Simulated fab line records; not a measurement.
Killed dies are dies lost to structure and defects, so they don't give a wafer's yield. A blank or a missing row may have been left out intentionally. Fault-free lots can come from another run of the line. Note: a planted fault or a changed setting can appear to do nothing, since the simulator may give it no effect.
Split-lot study + flow sfqLine + 23 wafers read across 5 lots, on a route 325 steps long

== SPLIT DETAILS ==
At SFQ_TRILAYER_M8_DEP_EVAP_197 (material Ti, target thk 20 nm, time 100 s), the setting timeS was moved away from the recipe's 100 s on 8 of the 23 wafers read, by -8.9% to +9.8%. For the rest of the wafers, this setting stayed at what the recipe calls for.

The reading is taken at the split's own step.

== THE READING ==
Ti_of_TRILAYER_M8_DEP_EVAP_197.thkNm (the simulator's own value, which no gauge read), in nm, at SFQ_TRILAYER_M8_DEP_EVAP_197 (material Ti, target thk 20 nm, time 100 s). No usual value for it is given in the file. Average 20.04 nm, standard deviation 0.23 nm, over the 15 wafers here run with the recipe.

| wafer  | tool, chamber at the split | timeS as run, s | against the recipe | Ti_of_TRILAYER_M8_DEP_EVAP_197.thkNm, nm | against lot-mates on the recipe |
|--------|----------------------------|-----------------|--------------------|------------------------------------------|---------------------------------|
| L076.2 | pvdSputter-02, -           | 100             | recipe             | 19.9                                     | -                               |
| L076.3 | pvdSputter-02, -           | 106.9           | +6.9%              | 21.17                                    | +1.27                           |
| L076.4 | pvdSputter-02, -           | 106.9           | +6.9%              | 21.45                                    | +1.55                           |
| L076.5 | pvdSputter-02, -           | 100             | recipe             | 19.99                                    | -                               |
| L076.6 | pvdSputter-02, -           | 100             | recipe             | 19.82                                    | -                               |
| L077.1 | pvdSputter-01, -           | 100             | recipe             | 19.82                                    | -                               |
| L077.2 | pvdSputter-01, -           | 108.7           | +8.7%              | 21.77                                    | +1.77                           |
| L077.3 | pvdSputter-01, -           | 108.7           | +8.7%              | 21.59                                    | +1.59                           |
| L077.4 | pvdSputter-01, -           | 100             | recipe             | 20.17                                    | -                               |
| L077.6 | pvdSputter-01, -           | 100             | recipe             | 20.02                                    | -                               |
| L079.2 | pvdSputter-01, -           | 100             | recipe             | 19.96                                    | -                               |
| L079.4 | pvdSputter-01, -           | 100             | recipe             | 19.91                                    | -                               |
| L079.6 | pvdSputter-01, -           | 100             | recipe             | 19.81                                    | -                               |
| L082.1 | pvdSputter-02, -           | 91.13           | -8.9%              | 18.41                                    | -1.99                           |
| L082.3 | pvdSputter-02, -           | 100             | recipe             | 20.33                                    | -                               |
| L082.4 | pvdSputter-02, -           | 100             | recipe             | 20.61                                    | -                               |
| L082.5 | pvdSputter-02, -           | 100             | recipe             | 20.26                                    | -                               |
| L082.6 | pvdSputter-02, -           | 91.13           | -8.9%              | 18.47                                    | -1.93                           |
| L084.1 | pvdSputter-02, -           | 109.8           | +9.8%              | 21.99                                    | +1.98                           |
| L084.2 | pvdSputter-02, -           | 100             | recipe             | 20.2                                     | -                               |
| L084.3 | pvdSputter-02, -           | 109.8           | +9.8%              | 22.05                                    | +2.04                           |
| L084.4 | pvdSputter-02, -           | 100             | recipe             | 19.77                                    | -                               |
| L084.5 | pvdSputter-02, -           | 100             | recipe             | 20.05                                    | -                               |

THE FIT
A straight line over all 23 wafers: Ti_of_TRILAYER_M8_DEP_EVAP_197.thkNm changes by +0.189 nm for each +1% of timeS; r = +0.98; the points scatter about the line by 0.2 nm.
The same after taking each lot's own level away (the mean of its wafers on the recipe; 23 wafers): +0.207 nm for each +1%; r = +0.99; scatter 0.13 nm.
According to that fit, moving timeS by its largest amount changes the reading by 2 nm.
From 19.893 to 20.400 nm: that is the span of the lots' own levels, equal to 2.2 times the standard deviation above.
The two slopes are in agreement: the lot-to-lot level therefore moves the slope only a little.
Check: +2.01 nm against its lot-mates is what the line predicts for one of the wafers moved furthest among these (+9.8%) when that wafer is left out of the fit. It came out at +1.98 nm against them.

== ADDITIONAL SPLITS CARRIED BY THESE WAFERS ==
These wafers also went through other splits before the reading. Each is held against what the fit with the lots' levels taken away leaves over:
| other split on the same wafers                   | wafers away from the commonest value | r with Ti_of_TRILAYER_M8_DEP_EVAP_197.thkNm (lot level and that fit taken away) |
|--------------------------------------------------|--------------------------------------|---------------------------------------------------------------------------------|
| SFQ_TRILAYER_C5_LITHO_EXPOSE_152 doseMj          | 10                                   | -0.05                                                                           |
| SFQ_TRILAYER_M6_LITHO_COAT_159 spinRpm           | 10                                   | +0.21                                                                           |
| SFQ_TRILAYER_M6_BARC_OPEN_METAL_ETCH_206 timeS   | 8                                    | -0.13                                                                           |
| SFQ_TRILAYER_I6_VIA_LITHO_PEB_172 pebTimeS       | 7                                    | +0.11                                                                           |
| SFQ_TRILAYER_I6_VIA_BARC_OPEN_VIA_ETCH_235 timeS | 4                                    | +0.17                                                                           |
| SFQ_TRILAYER_I7_DEP_PECVD_183 timeS              | 9                                    | +0.20                                                                           |
| SFQ_TRILAYER_I7_VIA_LITHO_PEB_190 pebTempC       | 5                                    | +0.04                                                                           |
| SFQ_TRILAYER_I7_VIA_BARC_OPEN_VIA_ETCH_260 timeS | 9                                    | -0.09                                                                           |

== FILE'S OWN FIT ==
Ti_of_TRILAYER_M8_DEP_EVAP_197.thkNm changes by +0.206 nm for each +1% of timeS, r = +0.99.
